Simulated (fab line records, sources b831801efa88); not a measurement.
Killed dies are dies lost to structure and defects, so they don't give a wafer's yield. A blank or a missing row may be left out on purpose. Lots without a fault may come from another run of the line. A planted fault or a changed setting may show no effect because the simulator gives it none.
A struck lot beside a sound one | flow sky130 | 20 steps out of a route of 708
Sound: wafers L761.1, L761.4, L761.5. Struck: wafer L776.4. (L776.1, L776.6 of the same lot were not struck and are left out.) The cause comes at the end.
At each step with rows: each side's tool, then ch and its chambers, then its first start. Under that, the readings that differ: sound wafers | struck wafers | difference of the means | sigmas: that difference in standard deviations of wafers without a fault.
alike: readings whose means differ by less than 2 such deviations, and words and numbers that are the same on both sides. not compared: withheld readings, readings that some wafer has no value for, bounds like >300 that may hide the same value, and numbers for which the record gives no deviation and whose values overlap.
The two part at a step that has a row with sigmas, a row that says differs or no value, or rows on one side only. Numbers that don't overlap but have no deviation are shown without sigmas and don't part them. A reading that every wafer of one side lacks parts them only if that side has two wafers or more.

first, 4 steps without rows for these wafers: SKY_RES_XHIGH_EXPOSE_04 (exposes mask URPM, target cd 1270 nm); SKY_RES_XHIGH_PEB_05; SKY_RES_XHIGH_DEVELOP_06 (develop time 60 s); SKY_RES_XHIGH_IMPLANT_07.
SKY_RES_XHIGH_STRIP_08: strips in O2/N2.
  sound on plasma_asher-01 ch 1, day 27 12:55; struck on plasma_asher-03 ch 0, day 32 00:37
  reading                     | sound          | struck | difference | sigmas
  drypump_motor_current_A (A) | 5.74 5.71 5.71 | 5.12   | -0.60      | -2
  alike: n2_flow_sccm, oes_product_au, strip_time_to_endpoint_s
  not compared: rf_hours_counter_h
SKY_RES_XHIGH_TW_MEAS_09:
  sound on film_metro-02, day 27 13:01; struck on film_metro-03, day 32 00:43
  alike: RES_XHIGH_TW
then, 6 steps without rows for these wafers: SKY_SD_N_DEHYDRATE_00 (time 60 s); SKY_SD_N_HMDS_01 (prime time 60 s); SKY_SD_N_COAT_02 (resist thk 1140 nm); SKY_SD_N_SOFTBAKE_03 (time 60 s); SKY_SD_N_EXPOSE_04 (exposes mask NSDM, target cd 380 nm); SKY_SD_N_PEB_05.
SKY_SD_N_DEVELOP_06: develop time 60 s.
  sound on litho_track-04 ch 0, day 28 17:41; struck on litho_track-04 ch 0, day 33 02:56
SKY_SD_N_CD_MEAS_07: target cd 380 nm.
  sound on cd_sem-02, day 28 17:50; struck on cd_sem-02, day 33 03:05
  not compared: cd_nm
SKY_SD_N_OVL_MEAS_08:
  sound on overlay-02, day 28 17:57; struck on overlay-01, day 33 03:12
  not compared: SD_N_OVL
then, 2 steps without rows for these wafers: SKY_SD_N_IMPLANT_09; SKY_SD_N_IMPLANT_10.
SKY_SD_N_STRIP_11: strips in O2/N2.
  sound on plasma_asher-04 ch 0,1, day 28 18:17; struck on plasma_asher-04 ch 1, day 33 03:32
  alike: drypump_motor_current_A, n2_flow_sccm, oes_product_au, strip_time_to_endpoint_s
  not compared: rf_hours_counter_h
SKY_SD_N_TW_MEAS_12:
  sound on film_metro-04, day 28 18:23; struck on film_metro-04, day 33 03:38
  reading | sound          | struck | difference | sigmas
  SD_N_TW | 3996 3999 3999 | 30     | -3968      | -99 or more
then, 1 step without rows for these wafers: SKY_SD_N_CLEAN_13 (cleans in SC1/SC2, time 150 s).

WHERE THEY PART
First at SKY_RES_XHIGH_STRIP_08; last, within this record, at SKY_SD_N_TW_MEAS_12.

WHY: what the simulator had put in
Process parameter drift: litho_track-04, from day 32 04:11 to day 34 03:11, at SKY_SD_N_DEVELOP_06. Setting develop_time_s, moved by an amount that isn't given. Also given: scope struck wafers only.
